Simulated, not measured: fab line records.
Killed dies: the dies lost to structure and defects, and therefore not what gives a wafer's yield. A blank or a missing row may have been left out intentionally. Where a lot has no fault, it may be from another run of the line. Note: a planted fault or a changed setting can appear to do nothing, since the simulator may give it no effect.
A lot that was struck, set against a sound lot	flow sfqLine	42 steps out of a route of 325
Sound: these wafers, L784.2, L784.3, L784.5. Struck: wafers L791.5, L791.6. (L791.4 of the same lot was not struck and is left out.) The cause comes at the end.
For every step that has rows: the tool of each side, followed by ch and its chambers, followed by its first start. Under that, the readings that differ: sound wafers	struck wafers	difference of the means	sigmas: that difference in standard deviations of wafers without a fault.
alike: same words and numbers on both sides, and readings whose means sit less than 2 such deviations apart. not compared: any withheld reading, any reading some wafer has no value for, any bound like >300 that may hide the same value, and any number with overlapping values for which the record gives no deviation.
A row with sigmas, a row that says differs or no value, or rows on one side alone: a step with any of these is where the two part. Non-overlapping numbers with no deviation appear without sigmas and do not part them. A reading missing from all wafers of one side parts the sides only when that side holds two or more wafers.

first, 6 steps without rows for these wafers: SFQ_TRILAYER_M1_LITHO_COAT_044 (resist thk 62 nm); SFQ_TRILAYER_M1_LITHO_COAT_039 (resist thk 600 nm); SFQ_TRILAYER_M1_LITHO_SOFTBAKE_043; SFQ_TRILAYER_M1_LITHO_EXPOSE_040 (exposes mask M1, target cd 500 nm); SFQ_TRILAYER_M1_LITHO_PEB_042 (peb time 60 s); SFQ_TRILAYER_M1_LITHO_DEVELOP_041 (time 60 s).
SFQ_M1_OVL_MEAS_911:
  sound: overlay-01 at day 11 15:30; struck: overlay-02 at day 13 10:43
  alike: M1_OVL
SFQ_TRILAYER_M1_BARC_OPEN_METAL_ETCH_054: etches BARC in O2, target depth 125 nm, time 41.7 s.
  sound on rieMetal-04 ch 0,1, day 11 15:32; struck on rieMetal-04 ch 0,1, day 13 10:46
  alike: drypumpMotorCurrentA, oesProductAu
  not compared: rfHoursCounterH
SFQ_TRILAYER_M1_ETCH_METAL_ETCH_042: etches Nb in Cl2/Ar, stops on SiO2, target depth 240 nm, time 120 s.
  sound on rieMetal-04 ch 0,1, day 11 15:35; struck on rieMetal-04 ch 0,1, day 13 10:52
  alike: drypumpMotorCurrentA, oesProductAu
  not compared: rfHoursCounterH
then, 3 steps without rows for these wafers: SFQ_TRILAYER_M1_STRIP_STRIP_043 (strips in O2); SFQ_TRILAYER_M1_STRIP_SOLV_CLEAN_044 (cleans in NMP, time 600 s); SFQ_TRILAYER_I1_DEP_PECVD_045 (deposits SiO2 from SiH4/N2O, time 111.11 s, target thk 500 nm).
SFQ_TRILAYER_I1_CMP_CMP_046: polishes SiO2.
  sound on cmp-01 ch 1,2,3, day 11 19:06; struck on cmp-01 ch 2,3, day 13 22:10
reading	sound	struck	difference	sigmas
timeToEndpointS (s)	213 210 223	250 251	+35	+5
model.SiO2_of_TRILAYER_I1_DEP_PECVD_045.thkNm (nm)	198.7 198.5 201.9	149.1 149.6	-50.3	
  alike: motorCurrentA
SFQ_I1_BOW_MEAS_912:
  sound: filmMetro-02 at day 11 21:37; struck: filmMetro-03 at day 13 23:14
  alike: I1_BOW
SFQ_TRILAYER_I1_METRO_MEASURE_047:
  sound: filmMetro-02 at day 11 21:55; struck: filmMetro-03 at day 13 23:53
reading	sound	struck	difference	sigmas
thkNm (nm)	198.7 198.5 202.1	149.1 149.6	-50.4	-50
then, 6 steps without rows for these wafers: SFQ_TRILAYER_I1_VIA_LITHO_COAT_054 (resist thk 62 nm); SFQ_TRILAYER_I1_VIA_LITHO_COAT_049 (resist thk 650 nm); SFQ_TRILAYER_I1_VIA_LITHO_SOFTBAKE_053; SFQ_TRILAYER_I1_VIA_LITHO_EXPOSE_050 (exposes mask I1, target cd 500 nm); SFQ_TRILAYER_I1_VIA_LITHO_PEB_052 (peb time 60 s); SFQ_TRILAYER_I1_VIA_LITHO_DEVELOP_051 (time 60 s).
-- the record jumps here: 6 days lie between the struck wafers' starts before and after --
SFQ_I1_OVL_MEAS_913:
  sound: overlay-01 at day 17 05:07; struck: overlay-01 at day 19 14:17
  alike: I1_OVL
then, 1 step without rows for these wafers: SFQ_TRILAYER_I1_VIA_BARC_OPEN_VIA_ETCH_071 (etches BARC in O2, target depth 125 nm, time 41.7 s).
SFQ_TRILAYER_I1_VIA_ETCH_VIA_ETCH_052: etches SiO2 in CHF3, stops on Nb, target depth 260 nm.
  sound on rieDiel-01 ch 0,1, day 17 05:11; struck on rieDiel-04 ch 0,1, day 19 14:20
reading	sound	struck	difference	sigmas
oesProductAu (a.u.)	0.848 0.853 0.859	0.732 0.733	-0.121	-25
model.etch.depthNm (nm)	198.7 198.5 201.9	149.1 149.6	-50.3	
model.I1.featureDepthNm (nm)	198.7 198.5 201.9	149.1 149.6	-50.3	
  alike: drypumpMotorCurrentA
SFQ_TRILAYER_I1_VIA_STRIP_STRIP_053: strips in O2.
  sound on rieMetal-03 ch 0,1, day 17 05:18; struck on rieMetal-03 ch 0,1, day 19 14:39
  alike: drypumpMotorCurrentA, oesProductAu
  not compared: rfHoursCounterH
then, 1 step without rows for these wafers: SFQ_TRILAYER_I1_VIA_STRIP_SOLV_CLEAN_054 (cleans in NMP, time 600 s).
SFQ_TRILAYER_M2_DEP_PRE_CLEAN_056: time 22.5 s.
  sound: pvdSputter-05 at day 17 06:04; struck: pvdSputter-05 at day 19 15:15
reading	sound	struck	difference	sigmas
model.SiO2_of_TRILAYER_I1_DEP_PECVD_045.thkNm (nm)	191.2 191 194.4	141.6 142.1	-50.3	
  alike: biasV
then, 1 step without rows for these wafers: SFQ_TRILAYER_M2_DEP_SPUTTER_055 (material Nb, target thk 200 nm, time 133.3 s).
SFQ_M2_RS_MEAS_914: a four-point-probe measurement.
  sound: filmMetro-03 at day 17 06:13; struck: filmMetro-04 at day 19 15:25
  alike: M2_NB_RS
then, 6 steps without rows for these wafers: SFQ_TRILAYER_M2_LITHO_COAT_062 (resist thk 62 nm); SFQ_TRILAYER_M2_LITHO_COAT_057 (resist thk 600 nm); SFQ_TRILAYER_M2_LITHO_SOFTBAKE_061; SFQ_TRILAYER_M2_LITHO_EXPOSE_058 (exposes mask M2, target cd 500 nm); SFQ_TRILAYER_M2_LITHO_PEB_060 (peb time 60 s); SFQ_TRILAYER_M2_LITHO_DEVELOP_059 (time 60 s).
-- the record jumps here: 7 days lie between the struck wafers' starts before and after --
SFQ_M2_OVL_MEAS_916:
  sound: overlay-02 at day 23 20:23; struck: overlay-02 at day 26 16:54
  alike: M2_OVL
then, 1 step without rows for these wafers: SFQ_TRILAYER_M2_BARC_OPEN_METAL_ETCH_077 (etches BARC in O2, target depth 125 nm, time 41.7 s).
SFQ_TRILAYER_M2_ETCH_METAL_ETCH_060: etches Nb in Cl2/Ar, stops on SiO2, target depth 240 nm, time 120 s.
  sound on rieMetal-01 ch 0, day 23 20:29; struck on rieMetal-01 ch 0,1, day 26 17:01
  alike: drypumpMotorCurrentA, oesProductAu
  not compared: rfHoursCounterH
SFQ_TRILAYER_M2_STRIP_STRIP_061: strips in O2.
  sound on rieMetal-01 ch 0, day 23 20:36; struck on rieMetal-01 ch 0,1, day 26 17:18
  alike: drypumpMotorCurrentA, oesProductAu
  not compared: rfHoursCounterH
then, 2 steps without rows for these wafers: SFQ_TRILAYER_M2_STRIP_SOLV_CLEAN_062 (cleans in NMP, time 600 s); SFQ_TRILAYER_I2_DEP_PECVD_063 (deposits SiO2 from SiH4/N2O, time 111.11 s, target thk 500 nm).
-- the record jumps here: 59 days lie between the struck wafers' starts before and after --
SFQ_M8_BOW_MEAS_951:
  sound: filmMetro-01 at day 84 05:37; struck: filmMetro-02 at day 85 12:19
  alike: M8_BOW
  not compared: model.etest.i1.linkOhm

== WHERE THEY PART ==
First at SFQ_TRILAYER_I1_CMP_CMP_046; last, within this record, at SFQ_TRILAYER_I1_VIA_ETCH_VIA_ETCH_052. Later steps at which nothing parts them and some readings are alike: SFQ_TRILAYER_I1_VIA_STRIP_STRIP_053, SFQ_TRILAYER_M2_DEP_PRE_CLEAN_056, SFQ_M2_RS_MEAS_914, SFQ_M2_OVL_MEAS_916, SFQ_TRILAYER_M2_ETCH_METAL_ETCH_060, SFQ_TRILAYER_M2_STRIP_STRIP_061, SFQ_M8_BOW_MEAS_951.

WHY: what the simulator had put in
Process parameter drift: cmp-01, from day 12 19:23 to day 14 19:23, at SFQ_TRILAYER_I1_CMP_CMP_046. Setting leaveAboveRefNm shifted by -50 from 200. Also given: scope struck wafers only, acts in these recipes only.
